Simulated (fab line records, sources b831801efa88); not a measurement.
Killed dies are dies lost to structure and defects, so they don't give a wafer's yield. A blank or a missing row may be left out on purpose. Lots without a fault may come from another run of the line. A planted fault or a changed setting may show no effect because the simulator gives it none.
Which tool did it? | flow gf180mcu | 12 lots, 36 wafers sampled, at 5 steps of a route of 602

WHAT THE GAUGES READ, wafer by wafer
GF_M4_RS_MEAS_05: measures by four-point-probe. Usual: M4_ALCU_RS 0.0697 ohm/sq, standard deviation 0.00068.
lot  | measured     | on            | M4_ALCU_RS (ohm/sq)  | flag
L283 | day 22 11:31 | film_metro-04 | 0.0699 0.0687 0.0695 |
L285 | day 23 18:27 | film_metro-02 | 0.0693 0.0687 0.0689 |
L286 | day 23 19:01 | film_metro-01 | 0.0694 0.0698 0.0698 |
L287 | day 24 12:01 | film_metro-02 | 0.0693 0.0692 0.0697 |
L290 | day 25 10:50 | film_metro-01 | 0.0703 0.0699 0.0699 |
L291 | day 25 13:43 | film_metro-04 | 0.0693 0.0693 0.0702 |
L296 | day 26 21:36 | film_metro-04 | 0.0699 0.0697 0.0697 |
L300 | day 28 04:03 | film_metro-04 | 0.0701 0.0706 0.0691 |
L302 | day 28 12:42 | film_metro-02 | 0.0704 0.0705 0.0698 |
L304 | day 29 05:17 | film_metro-01 | 0.0704 0.0704 0.0707 |
L305 | day 29 10:19 | film_metro-04 | 0.0697 0.0684 0.0686 |
L306 | day 29 18:55 | film_metro-01 | 0.0696 0.0682 0.0686 |

GF_M4_OVL_MEAS_15. Usual: M4_OVL 1 nm, standard deviation 7.2.
lot  | measured     | on         | M4_OVL (nm) | flag
L283 | day 23 10:40 | overlay-02 | 13 12 16    |
L285 | day 24 16:47 | overlay-01 | 1 3 0       |
L286 | day 24 17:26 | overlay-01 | 2 -4 -3     |
L287 | day 25 10:08 | overlay-01 | -4 0 -3     |
L290 | day 26 08:06 | overlay-02 | -13 -20 -10 |
L291 | day 26 10:46 | overlay-01 | -8 -3 -5    |
L296 | day 27 17:07 | overlay-02 | 17 15 13    |
L300 | day 28 23:52 | overlay-02 | 2 13 6      |
L302 | day 29 09:14 | overlay-01 | -10 -8 -6   |
L304 | day 30 00:02 | overlay-01 | 7 5 9       |
L305 | day 30 05:17 | overlay-01 | 8 3 7       |
L306 | day 30 14:06 | overlay-02 | -7 2 -2     |

GF_V4_THK_MEAS_03. Usual: V4_CVD_02_THK 855 nm, standard deviation 11.
lot  | measured     | on            | V4_CVD_02_THK (nm) | flag
L283 | day 23 11:35 | film_metro-01 | 866 859 864        |
L285 | day 24 17:43 | film_metro-04 | 859 861 883        |
L286 | day 24 18:21 | film_metro-01 | 845 858 861        |
L287 | day 25 11:02 | film_metro-04 | 854 846 852        |
L290 | day 26 09:01 | film_metro-03 | 843 857 864        |
L291 | day 26 11:52 | film_metro-03 | 853 866 861        |
L296 | day 27 18:01 | film_metro-03 | 843 522 862        | OFF
L300 | day 29 00:45 | film_metro-03 | 847 863 869        |
L302 | day 29 10:15 | film_metro-01 | 852 859 871        |
L304 | day 30 01:16 | film_metro-04 | 849 866 854        |
L305 | day 30 06:11 | film_metro-04 | 853 868 855        |
L306 | day 30 14:59 | film_metro-04 | 840 850 858        |

WHICH TOOL RAN EACH LOT (tool, then ch and the chambers of the sampled wafers, then the start)
lot  | GF_M4_SPUTTER_00             | GF_V4_CVD_02
L283 | pvd_sputter-03, day 22 11:17 | pecvd-02 ch 0,1,2, day 23 11:31
L285 | pvd_sputter-03, day 23 18:14 | pecvd-02 ch 1,2, day 24 17:38
L286 | pvd_sputter-01, day 23 18:47 | pecvd-03 ch 1,2, day 24 18:14
L287 | pvd_sputter-02, day 24 11:47 | pecvd-02 ch 0,1,2, day 25 10:58
L290 | pvd_sputter-03, day 25 10:37 | pecvd-01 ch 0,1,2, day 26 08:57
L291 | pvd_sputter-03, day 25 13:28 | pecvd-03 ch 0,1, day 26 11:47
L296 | pvd_sputter-03, day 26 21:20 | pecvd-02 ch 0,1, day 27 17:56
L300 | pvd_sputter-02, day 28 03:49 | pecvd-01 ch 0,2, day 29 00:40
L302 | pvd_sputter-03, day 28 12:28 | pecvd-03 ch 0,2, day 29 10:10
L304 | pvd_sputter-03, day 29 05:02 | pecvd-03 ch 0,1,2, day 30 01:11
L305 | pvd_sputter-02, day 29 10:03 | pecvd-03 ch 1,2, day 30 06:05
L306 | pvd_sputter-01, day 29 18:41 | pecvd-02 ch 0,1,2, day 30 14:55
- GF_M4_SPUTTER_00: material Ti, target thk 37.5 nm, time 147.8 s.
- GF_V4_CVD_02: deposits SiO2 from TEOS, target thk 850 nm, time 94.851 s.

WHAT THE TOOLS THEMSELVES READ (means of the sampled wafers that have a number; where no wafer has one, the mark that the record gives instead)
GF_M4_SPUTTER_00. Usual: cathode_dc_power_W 4000.0 W, standard deviation 0.66; throttle_valve_pct 30.0 %, standard deviation 1.2.
lot  | tool           | cathode_dc_power_W (W) | throttle_valve_pct (%) | flag
L283 | pvd_sputter-03 | 3999.7                 | 30.9                   |
L285 | pvd_sputter-03 | 4000.7                 | 29.6                   |
L286 | pvd_sputter-01 | 3999.4                 | 29.7                   |
L287 | pvd_sputter-02 | 4000.3                 | 30.1                   |
L290 | pvd_sputter-03 | 4000.1                 | 30.7                   |
L291 | pvd_sputter-03 | 4000.4                 | 29.4                   |
L296 | pvd_sputter-03 | 4000.0                 | 29.6                   |
L300 | pvd_sputter-02 | 3999.8                 | 30.4                   |
L302 | pvd_sputter-03 | 4000.0                 | 29.3                   |
L304 | pvd_sputter-03 | 4000.3                 | 29.7                   |
L305 | pvd_sputter-02 | 3999.8                 | 30.4                   |
L306 | pvd_sputter-01 | 4000.5                 | 29.6                   |

GF_V4_CVD_02. Usual: heater_power_w 707 W, standard deviation 150.
lot  | tool     | heater_power_w (W) | flag
L283 | pecvd-02 | 750                |
L285 | pecvd-02 | 753                |
L286 | pecvd-03 | 651                |
L287 | pecvd-02 | 707                |
L290 | pecvd-01 | 724                |
L291 | pecvd-03 | 637                |
L296 | pecvd-02 | 760                |
L300 | pecvd-01 | 761                |
L302 | pecvd-03 | 660                |
L304 | pecvd-03 | 682                |
L305 | pecvd-03 | 563                |
L306 | pecvd-02 | 747                |

THE ANSWER, worked out from the rows above alone
Rule: a lot is off if the mean of its wafers that have a number lies more than 3 standard deviations from the usual mean. A lot without any number at a reading at which 4 lots or more have one is off too. The other lots that the step has rows for count as sound. The gauges are gone through in route order, then the tools' own readings, and for those a lot's mean is taken as printed above. The first step at which some lot is off is used, and at that step the reading that is off furthest; a lot without a number counts as furthest.
Off: L296, at GF_V4_THK_MEAS_03 (V4_CVD_02_THK).
A tool fits if, at a process step before that reading, it ran every lot that is off, and no sound lot after the first of them. The gauges at GF_V4_THK_MEAS_03 are tried like those tools. None of those tried fits.

WHAT THE SIMULATOR HAD PUT IN
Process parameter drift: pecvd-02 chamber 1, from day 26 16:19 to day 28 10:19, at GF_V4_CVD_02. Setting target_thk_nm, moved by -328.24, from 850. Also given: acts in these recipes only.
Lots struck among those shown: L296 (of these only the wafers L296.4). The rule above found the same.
